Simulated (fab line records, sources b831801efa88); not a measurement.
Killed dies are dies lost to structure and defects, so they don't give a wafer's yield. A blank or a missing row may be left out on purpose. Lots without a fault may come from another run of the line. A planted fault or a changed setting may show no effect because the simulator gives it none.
fab line records | flow sky130 | part 1 of 2: steps 1 to 30 of 40
record lots=5 wafers=15 last_day=49
route steps=708 shown VT_ADJUST_PCH@151 SONOS_TUNNEL@154 SONOS_ONO@168 GATE_OXIDE@187
lots that met no fault: from a run of the same line without faults
start_h: hours from the record's first day to the start of the lot's first wafer shown | wait_h: hours since the lot's step before | " the same as in the row above | L1.1+2: a row that stands for several wafers | - no value, or no start given | * or withheld: withheld | < > ~ a bound
route shown NAME@n: a module of which the file shows steps, and the number in the route of the first | usual: mean/standard deviation of fault-free wafers | same: alike in all rows | chamber/n: place in a boat | sites: the reading at each site | _std_site: their standard deviation | _edge_site: outer sites' mean less inner sites' | radius_mm: how far each site lies from the wafer's centre | mask NAME#n: copy n | behind: the tool/chamber that last shaped the wafer | hold: why the lot was held/for how many hours/how that ended | device: the transistor (n, p or np) that didn't switch | end of line: the same wafers' tests at the end of the route | a step without rows: its recipe alone | killed: dies lost to structure and defects at the first sort, not the wafer's yield | map: a wafer's dies, x killed, . not, _ none there
set.NAME: the setting as run; set.NAME@STEP: as run at that earlier step | model.NAME: the simulator's own value behind a step, which no gauge read
lots at some steps of the route; a table a step, a row a wafer
services: from which hour (start_h, from the record's first day; less than 0 if before it) a tool's chamber was out of use, for how many hours, and why
## steps
# step SKY_VT_ADJUST_PCH_IMPLANT_08
# recipe species=B energy_kev=10 dose_cm2=5e+11 tilt_deg=withheld
# usual dose_ions_cm2=5e+11/5.1e+08 faraday_current_uA=2.82/0.056
# columns lot.wafer tool chamber start_h wait_h dose_ions_cm2 faraday_current_uA
L075.2 implanter-01 0 254.29 0.1 5.001e+11 2.86
L075.3 " 0 " " 4.988e+11 2.79
L075.6 " 0 " " 4.998e+11 2.74
L080.2 implanter-04 0 303.62 0.0 4.999e+11 2.76
L080.4 " 0 " " 4.997e+11 2.80
L080.6 " 0 " " 5.003e+11 2.92
L083.1 implanter-02 0 312.03 0.0 5e+11 2.88
L083.2 " 0 " " 5.007e+11 2.96
L083.4 " 0 " " 4.999e+11 2.87
L085.1 implanter-04 0 323.83 0.0 4.998e+11 2.83
L085.2 " 0 " " 5.003e+11 2.74
L085.4 " 0 " " 4.999e+11 2.86
L088.1 implanter-02 0 338.43 0.0 4.995e+11 2.81
L088.5 " 0 " " 5.001e+11 2.85
L088.6 " 0 " " 4.995e+11 2.82
# step SKY_VT_ADJUST_PCH_STRIP_09
# recipe chemistry=O2/N2 power_w=1400 pressure_mtorr=1500 platen_temp_c=withheld o2_flow_sccm=3000 n2_flow_sccm=300 overash_fraction=0.5
# usual drypump_motor_current_A=5.6/0.5 oes_product_au=0.722/0.0041 strip_time_to_endpoint_s=36.94/0.12
# columns lot.wafer tool chamber start_h wait_h drypump_motor_current_A oes_product_au rf_hours_counter_h strip_time_to_endpoint_s
L075.2 plasma_asher-03 0 254.41 0.1 6.2 0.725 44 36.92
L075.3 " 0 " " 6.2 0.722 - 36.93
L075.6 " 1 " " 5.6 0.719 - 36.80
L080.2 plasma_asher-02 0 303.74 0.1 4.8 0.717 18 36.88
L080.4 " 1 " " 5.9 0.717 - 36.92
L080.6 " 1 " " 5.9 0.727 - 36.93
L083.1 plasma_asher-02 0 312.18 0.1 4.8 0.718 19 36.80
L083.2 " 1 " " 5.9 0.727 19 36.85
L083.4 " 0 " " 4.8 0.719 - 36.86
L085.1 plasma_asher-02 1 323.98 0.1 5.9 0.716 20 37.04
L085.2 " 0 " " 4.8 0.724 20 37.03
L085.4 " 0 " " 4.8 0.726 - 36.96
L088.1 plasma_asher-03 1 338.58 0.1 5.6 0.724 53 36.94
L088.5 " 1 " " 5.6 0.727 - 36.94
L088.6 " 0 " " 6.2 0.730 - 37.02
# step SKY_VT_ADJUST_PCH_TW_MEAS_10
# usual VT_ADJUST_PCH_TW=143.3/0.95
# columns lot.wafer tool chamber start_h wait_h VT_ADJUST_PCH_TW
L075.2 film_metro-02 - 254.52 0.1 141.7
L075.3 " - " " 143.0
L075.6 " - " " 142.5
L080.2 film_metro-02 - 303.85 0.1 142.9
L080.4 " - " " 143.3
L080.6 " - " " 143.5
L083.1 film_metro-01 - 312.28 0.1 144.1
L083.2 " - " " 144.9
L083.4 " - " " 144.3
L085.1 film_metro-01 - 324.08 0.1 144.4
L085.2 " - " " 144.6
L085.4 " - " " 144.0
L088.1 film_metro-01 - 338.68 0.1 144.1
L088.5 " - " " 144.3
L088.6 " - " " 144.2
# step SKY_SONOS_TUNNEL_DEHYDRATE_00
# recipe temp_c=200 time_s=60
# usual heater_power_total_W=160.37/0.12 plate_temp_C=200.01/0.16
# columns lot.wafer tool chamber start_h wait_h heater_power_total_W plate_temp_C
L075.2 litho_track-04 0 266.67 12.1 160.55 200.00
L075.3 " 0 " " 160.25 200.10
L075.6 " 0 " " 160.37 200.19
L080.2 litho_track-04 0 316.67 12.8 160.43 199.77
L080.4 " 0 " " 160.52 199.82
L080.6 " 0 " " 160.37 199.66
L083.1 litho_track-04 0 324.95 12.7 160.57 200.11
L083.2 " 0 " " 160.29 200.03
L083.4 " 0 " " 160.30 199.93
L085.1 litho_track-01 0 336.35 12.3 160.34 199.96
L085.2 " 0 " " 160.26 200.08
L085.4 " 0 " " 160.38 199.94
L088.1 litho_track-02 0 351.95 13.3 160.48 200.29
L088.5 " 0 " " 160.11 200.07
L088.6 " 0 " " 160.24 199.90
# step SKY_SONOS_TUNNEL_HMDS_01
# recipe prime_time_s=60 prime_temp_c=120
# usual prime_temp_c=120.02/0.15
# columns lot.wafer tool chamber start_h wait_h prime_temp_c
L075.2 litho_track-04 0 266.82 0.1 119.77
L075.3 " 0 " " 119.84
L075.6 " 0 " " 119.81
L080.2 litho_track-04 0 316.82 0.1 120.00
L080.4 " 0 " " 119.90
L080.6 " 0 " " 119.93
L083.1 litho_track-04 0 325.10 0.1 119.83
L083.2 " 0 " " 119.97
L083.4 " 0 " " 119.96
L085.1 litho_track-01 0 336.50 0.1 119.91
L085.2 " 0 " " 120.32
L085.4 " 0 " " 120.10
L088.1 litho_track-02 0 352.10 0.1 119.85
L088.5 " 0 " " 119.81
L088.6 " 0 " " 120.01
# step SKY_SONOS_TUNNEL_COAT_02
# recipe resist=NOVOLAK spin_rpm=3000 resist_thk_nm=1140
# columns lot.wafer tool chamber start_h wait_h
L075.2+3+6 litho_track-04 0 266.97 0.1
L080.2+4+6 litho_track-04 0 316.97 0.1
L083.1+2+4 litho_track-04 0 325.25 0.1
L085.1+2+4 litho_track-01 0 336.65 0.1
L088.1+5+6 litho_track-02 0 352.25 0.1
# step SKY_SONOS_TUNNEL_SOFTBAKE_03
# recipe temp_c=90 time_s=60 resist=NOVOLAK
# usual heater_power_total_W=56.59/0.049 plate_temp_C=90.02/0.11
# columns lot.wafer tool chamber start_h wait_h heater_power_total_W plate_temp_C
L075.2 litho_track-04 0 267.12 0.1 56.65 90.03
L075.3 " 0 " " 56.53 89.91
L075.6 " 0 " " 56.56 90.05
L080.2 litho_track-04 0 317.12 0.1 56.63 90.11
L080.4 " 0 " " 56.54 89.91
L080.6 " 0 " " 56.61 89.86
L083.1 litho_track-04 0 325.40 0.1 56.60 90.08
L083.2 " 0 " " 56.57 90.09
L083.4 " 0 " " 56.65 90.12
L085.1 litho_track-01 0 336.80 0.1 56.53 90.01
L085.2 " 0 " " 56.64 90.04
L085.4 " 0 " " 56.64 90.06
L088.1 litho_track-02 0 352.40 0.1 56.66 90.03
L088.5 " 0 " " 56.60 90.18
L088.6 " 0 " " 56.53 90.22
# step SKY_SONOS_TUNNEL_EXPOSE_04
# recipe mask_id=TUNM na=0.6 source_shape=conventional sigma_outer=0.6 polarization=unpolarized target_cd_nm=410 dose_mj=136
# same sigma_outer=0.6
# columns lot.wafer tool chamber start_h wait_h mask
L075.2+3+6 iline_stepper-01 0 - - TUNM#0
L080.2+4+6 iline_stepper-01 0 - - TUNM#0
L083.1+2+4 iline_stepper-01 0 - - TUNM#0
L085.1+2+4 iline_stepper-01 0 - - TUNM#0
L088.1+5+6 iline_stepper-02 0 - - TUNM#0
# step SKY_SONOS_TUNNEL_PEB_05
# recipe temp_c=withheld time_s=* resist=NOVOLAK
# columns lot.wafer tool chamber start_h wait_h
L075.2+3+6 litho_track-01 0 - -
L080.2+4+6 litho_track-04 0 - -
L083.1+2+4 litho_track-02 0 - -
L085.1+2+4 litho_track-04 0 - -
L088.1+5+6 litho_track-01 0 - -
# step SKY_SONOS_TUNNEL_DEVELOP_06
# recipe resist=NOVOLAK developer=TMAH develop_time_s=60 dev_temp_c=23
# columns lot.wafer tool chamber start_h wait_h
L075.2+3+6 litho_track-01 0 278.33 0.1
L080.2+4+6 litho_track-04 0 330.22 0.1
L083.1+2+4 litho_track-02 0 338.25 0.1
L085.1+2+4 litho_track-04 0 350.85 0.1
L088.1+5+6 litho_track-01 0 365.55 0.1
# step SKY_SONOS_TUNNEL_CD_MEAS_07
# recipe target_cd_nm=410
# usual cd_nm=409.6/1.8
# columns lot.wafer tool chamber start_h wait_h cd_nm
L075.2 cd_sem-01 - 278.47 0.1 404.7
L075.3 " - " " 406.3
L075.6 " - " " 408.3
L080.2 cd_sem-01 - 330.39 0.1 410.1
L080.4 " - " " 409.1
L080.6 " - " " 408.2
L083.1 cd_sem-01 - 338.40 0.1 409.7
L083.2 " - " " 410.5
L083.4 " - " " 411.6
L085.1 cd_sem-01 - 351.00 0.1 411.9
L085.2 " - " " 412.1
L085.4 " - " " 413.5
L088.1 cd_sem-02 - 365.70 0.1 408.1
L088.5 " - " " 411.3
L088.6 " - " " 410.8
# step SKY_SONOS_TUNNEL_OVL_MEAS_08
# usual SONOS_TUNNEL_OVL=0.3/1.5
# columns lot.wafer tool chamber start_h wait_h SONOS_TUNNEL_OVL[nm]
L075.2 overlay-01 - 278.58 0.1 -0.6
L075.3 " - " " 0.1
L075.6 " - " " -1.0
L080.2 overlay-01 - 330.50 0.1 -0.6
L080.4 " - " " 0.1
L080.6 " - " " -1.2
L083.1 overlay-01 - 338.52 0.1 -0.4
L083.2 " - " " -1.3
L083.4 " - " " 0.1
L085.1 overlay-02 - 351.12 0.1 -0.1
L085.2 " - " " -0.8
L085.4 " - " " 0.8
L088.1 overlay-01 - 365.82 0.1 1.2
L088.5 " - " " 1.6
L088.6 " - " " 3.3
# step SKY_SONOS_TUNNEL_IMPLANT_09
# recipe species=B energy_kev=20 dose_cm2=1e+12 tilt_deg=withheld
# usual dose_ions_cm2=1.0001e+12/1e+09 faraday_current_uA=5.65/0.12
# columns lot.wafer tool chamber start_h wait_h dose_ions_cm2 faraday_current_uA
L075.2 implanter-04 0 278.67 0.1 1.0004e+12 5.81
L075.3 " 0 " " 9.982e+11 5.58
L075.6 " 0 " " 1.0008e+12 5.66
L080.2 implanter-04 0 330.56 0.0 1e+12 5.79
L080.4 " 0 " " 9.994e+11 5.87
L080.6 " 0 " " 9.995e+11 5.61
L083.1 implanter-04 0 338.56 0.0 1.0005e+12 5.76
L083.2 " 0 " " 1.0012e+12 5.83
L083.4 " 0 " " 1.0007e+12 5.58
L085.1 implanter-04 0 351.15 0.0 9.986e+11 5.62
L085.2 " 0 " " 9.992e+11 5.59
L085.4 " 0 " " 1.0006e+12 5.57
L088.1 implanter-03 0 365.86 0.0 1.0017e+12 5.72
L088.5 " 0 " " 1.0013e+12 5.56
L088.6 " 0 " " 9.998e+11 5.54
# step SKY_SONOS_TUNNEL_WET_ETCH_10
# recipe chemistry=dHF target_depth_nm=14 target=SiO2 dilution=100:1 temp_c=25 time_s=280
# columns lot.wafer tool chamber start_h wait_h
L075.2+3+6 wet_bench-04 0 278.79 0.1
L080.2+4+6 wet_bench-04 0 330.68 0.1
L083.1+2+4 wet_bench-01 0 338.71 0.1
L085.1+2+4 wet_bench-01 3 351.30 0.1
L088.1+5+6 wet_bench-04 2 366.01 0.1
# step SKY_SONOS_TUNNEL_STRIP_11
# recipe chemistry=SPM time_s=600 temp_c=130
# columns lot.wafer tool chamber start_h wait_h
L075.2+3+6 wet_bench-01 2 278.89 0.0
L080.2+4+6 wet_bench-03 0 330.77 0.0
L083.1+2+4 wet_bench-01 2 338.80 0.0
L085.1+2+4 wet_bench-04 2 351.40 0.0
L088.1+5+6 wet_bench-01 2 366.09 0.0
# step SKY_SONOS_TUNNEL_TW_MEAS_12
# usual SONOS_TUNNEL_TW=198.5/0.99
# columns lot.wafer tool chamber start_h wait_h SONOS_TUNNEL_TW
L075.2 film_metro-01 - 279.08 0.0 199.4
L075.3 " - " " 199.4
L075.6 " - " " 201.5
L080.2 film_metro-02 - 330.97 0.0 198.1
L080.4 " - " " 198.3
L080.6 " - " " 198.7
L083.1 film_metro-02 - 338.99 0.0 196.7
L083.2 " - " " 197.4
L083.4 " - " " 196.3
L085.1 film_metro-01 - 351.59 0.0 199.0
L085.2 " - " " 199.3
L085.4 " - " " 199.5
L088.1 film_metro-02 - 366.29 0.0 198.9
L088.5 " - " " 200.1
L088.6 " - " " 198.7
# step SKY_SONOS_TUNNEL_CLEAN_13
# recipe chemistry=dHF time_s=20 dilution=100:1 dry=ipa_marangoni
# columns lot.wafer tool chamber start_h wait_h
L075.2+3+6 wet_bench-01 3 279.13 0.0
L080.2+4+6 wet_bench-03 1 331.02 0.0
L083.1+2+4 wet_bench-04 2 339.05 0.1
L085.1+2+4 wet_bench-01 0 351.65 0.1
L088.1+5+6 wet_bench-01 1 366.39 0.1
# step SKY_SONOS_ONO_OXIDATION_00
# recipe temp_c=800 ambient=O2 idle_temp_c=700 ramp_up_c_per_min=10 ramp_down_c_per_min=3 stabilise_s=600 purge_s=300 target_thk_a=26 ox_time_s=1249
# same stabilise_s=600
# columns lot.wafer tool chamber start_h wait_h
L075.2+3+6 furnace-01 0 279.14 0.0
L080.2+4+6 furnace-02 0 331.63 0.6
L083.1+2+4 furnace-01 0 339.46 0.4
L085.1+2+4 furnace-01 0 353.04 1.4
L088.1+5+6 furnace-02 0 367.25 0.8
# step SKY_SONOS_ONO_THK_MEAS_01
# recipe reads=SiO2_of_SONOS_ONO_OXIDATION_00
# usual SONOS_ONO_OXIDATION_THK=2.60/0.046
# columns lot.wafer tool chamber start_h wait_h SONOS_ONO_OXIDATION_THK[nm]
L075.2 film_metro-03 - 280.50 0.0 2.63
L075.3 " - " " 2.59
L075.6 " - " " 2.63
L080.2 film_metro-04 - 332.99 0.0 2.63
L080.4 " - " " 2.61
L080.6 " - " " 2.52
L083.1 film_metro-01 - 340.81 0.0 2.56
L083.2 " - " " 2.52
L083.4 " - " " 2.55
L085.1 film_metro-04 - 354.39 0.0 2.69
L085.2 " - " " 2.65
L085.4 " - " " 2.70
L088.1 film_metro-03 - 368.59 0.0 2.62
L088.5 " - " " 2.51
L088.6 " - " " 2.59
# step SKY_SONOS_ONO_CVD_02
# recipe material=Si3N4 precursor=DCS/NH3 target_thk_nm=10.5 temp_c=770 time_s=180 pressure_mtorr=250
# columns lot.wafer tool chamber start_h wait_h
L075.2+3+6 lpcvd-02 1 280.55 0.0
L080.2+4+6 lpcvd-02 1 333.48 0.5
L083.1+2+4 lpcvd-02 1 340.87 0.1
L085.1+2+4 lpcvd-02 1 354.45 0.1
L088.1+5+6 lpcvd-02 1 370.59 2.0
# step SKY_SONOS_ONO_THK_MEAS_03
# recipe reads=Si3N4_of_SONOS_ONO_CVD_02
# usual SONOS_ONO_CVD_02_THK=10.52/0.12
# columns lot.wafer tool chamber start_h wait_h SONOS_ONO_CVD_02_THK[nm]
L075.2 film_metro-01 - 281.61 0.0 10.40
L075.3 " - " " 10.39
L075.6 " - " " 10.62
L080.2 film_metro-04 - 334.54 0.0 10.32
L080.4 " - " " 10.38
L080.6 " - " " 10.34
L083.1 film_metro-04 - 341.92 0.0 10.36
L083.2 " - " " 10.30
L083.4 " - " " 10.39
L085.1 film_metro-03 - 355.50 0.0 10.74
L085.2 " - " " 10.73
L085.4 " - " " 10.68
L088.1 film_metro-01 - 371.64 0.0 10.38
L088.5 " - " " 10.40
L088.6 " - " " 10.32
# step SKY_SONOS_ONO_CVD_04
# recipe material=SiO2 precursor=SiH4/N2O target_thk_nm=5.7199 temp_c=900 pressure_mtorr=400
# columns lot.wafer tool chamber start_h wait_h
L075.2+3+6 lpcvd-03 0 281.66 0.0
L080.2+4+6 lpcvd-03 1 334.59 0.0
L083.1+2+4 lpcvd-03 1 341.98 0.1
L085.1+2+4 lpcvd-03 0 355.56 0.1
L088.1+5+6 lpcvd-03 0 371.70 0.1
# step SKY_SONOS_ONO_THK_MEAS_05
# recipe reads=SiO2_of_SONOS_ONO_CVD_04
# usual SONOS_ONO_CVD_04_THK=5.75/0.093
# columns lot.wafer tool chamber start_h wait_h SONOS_ONO_CVD_04_THK[nm]
L075.2 film_metro-01 - 282.92 0.0 5.97
L075.3 " - " " 5.93
L075.6 " - " " 6.00
L080.2 film_metro-01 - 335.85 0.0 5.65
L080.4 " - " " 5.66
L080.6 " - " " 5.69
L083.1 film_metro-03 - 343.23 0.0 5.80
L083.2 " - " " 5.66
L083.4 " - " " 5.71
L085.1 film_metro-04 - 356.81 0.0 5.69
L085.2 " - " " 5.71
L085.4 " - " " 5.81
L088.1 film_metro-03 - 372.95 0.0 5.80
L088.5 " - " " 5.79
L088.6 " - " " 5.79
# step SKY_SONOS_ONO_DEHYDRATE_06
# recipe temp_c=200 time_s=60
# usual heater_power_total_W=160.36/0.13 plate_temp_C=200.01/0.13
# columns lot.wafer tool chamber start_h wait_h heater_power_total_W plate_temp_C
L075.2 litho_track-01 0 295.18 12.2 160.29 199.94
L075.3 " 0 " " 160.31 199.88
L075.6 " 0 " " 160.30 199.99
L080.2 litho_track-01 0 348.98 13.1 160.38 199.91
L080.4 " 0 " " 160.45 199.95
L080.6 " 0 " " 160.35 199.97
L083.1 litho_track-01 0 356.15 12.9 160.62 199.93
L083.2 " 0 " " 160.37 199.93
L083.4 " 0 " " 160.30 199.97
L085.1 litho_track-02 0 369.75 12.9 160.30 200.10
L085.2 " 0 " " 160.24 200.22
L085.4 " 0 " " 160.38 200.03
L088.1 litho_track-03 0 386.19 13.2 160.39 200.18
L088.5 " 0 " " 160.45 200.09
L088.6 " 0 " " 160.41 200.30
# step SKY_SONOS_ONO_HMDS_07
# recipe prime_time_s=60 prime_temp_c=120
# usual prime_temp_c=119.95/0.13
# columns lot.wafer tool chamber start_h wait_h prime_temp_c
L075.2 litho_track-01 0 295.33 0.1 119.97
L075.3 " 0 " " 119.88
L075.6 " 0 " " 119.80
L080.2 litho_track-01 0 349.13 0.1 119.80
L080.4 " 0 " " 119.89
L080.6 " 0 " " 119.72
L083.1 litho_track-01 0 356.30 0.1 119.86
L083.2 " 0 " " 119.84
L083.4 " 0 " " 119.78
L085.1 litho_track-02 0 369.90 0.1 119.99
L085.2 " 0 " " 120.16
L085.4 " 0 " " 120.13
L088.1 litho_track-03 0 386.34 0.1 119.98
L088.5 " 0 " " 120.05
L088.6 " 0 " " 119.97
# step SKY_SONOS_ONO_COAT_08
# recipe resist=NOVOLAK spin_rpm=3000 resist_thk_nm=1140
# columns lot.wafer tool chamber start_h wait_h
L075.2+3+6 litho_track-01 0 295.48 0.1
L080.2+4+6 litho_track-01 0 349.28 0.1
L083.1+2+4 litho_track-01 0 356.45 0.1
L085.1+2+4 litho_track-02 0 370.05 0.1
L088.1+5+6 litho_track-03 0 386.49 0.1
# step SKY_SONOS_ONO_SOFTBAKE_09
# recipe temp_c=90 time_s=60 resist=NOVOLAK
# usual heater_power_total_W=56.60/0.046 plate_temp_C=89.99/0.12
# columns lot.wafer tool chamber start_h wait_h heater_power_total_W plate_temp_C
L075.2 litho_track-01 0 295.63 0.1 56.57 90.00
L075.3 " 0 " " 56.49 89.92
L075.6 " 0 " " 56.68 90.03
L080.2 litho_track-01 0 349.43 0.1 56.65 89.78
L080.4 " 0 " " 56.61 89.85
L080.6 " 0 " " 56.63 89.86
L083.1 litho_track-01 0 356.60 0.1 56.66 89.94
L083.2 " 0 " " 56.54 89.84
L083.4 " 0 " " 56.59 89.90
L085.1 litho_track-02 0 370.20 0.1 56.62 89.98
L085.2 " 0 " " 56.61 90.04
L085.4 " 0 " " 56.56 90.02
L088.1 litho_track-03 0 386.64 0.1 56.50 90.13
L088.5 " 0 " " 56.67 90.10
L088.6 " 0 " " 56.52 89.87
# step SKY_SONOS_ONO_EXPOSE_10
# recipe mask_id=ONOM target_cd_nm=410 na=0.6 source_shape=conventional sigma_outer=0.6 dose_mj=150
# same sigma_outer=0.6
# columns lot.wafer tool chamber start_h wait_h mask
L075.2+3+6 iline_stepper-01 0 - - ONOM#0
L080.2+4+6 iline_stepper-02 0 - - ONOM#0
L083.1+2+4 iline_stepper-01 0 - - ONOM#0
L085.1+2+4 iline_stepper-01 0 - - ONOM#0
L088.1+5+6 iline_stepper-02 0 - - ONOM#0
# step SKY_SONOS_ONO_PEB_11
# recipe temp_c=withheld time_s=* resist=NOVOLAK
# columns lot.wafer tool chamber start_h wait_h
L075.2+3+6 litho_track-03 0 - -
L080.2+4+6 litho_track-02 0 - -
L083.1+2+4 litho_track-03 0 - -
L085.1+2+4 litho_track-01 0 - -
L088.1+5+6 litho_track-02 0 - -
# step SKY_SONOS_ONO_DEVELOP_12
# recipe develop_time_s=60 dev_temp_c=23
# columns lot.wafer tool chamber start_h wait_h
L075.2+3+6 litho_track-03 0 307.97 0.1
L080.2+4+6 litho_track-02 0 362.78 0.1
L083.1+2+4 litho_track-03 0 370.44 0.1
L085.1+2+4 litho_track-01 0 384.55 0.1
L088.1+5+6 litho_track-02 0 400.75 0.1
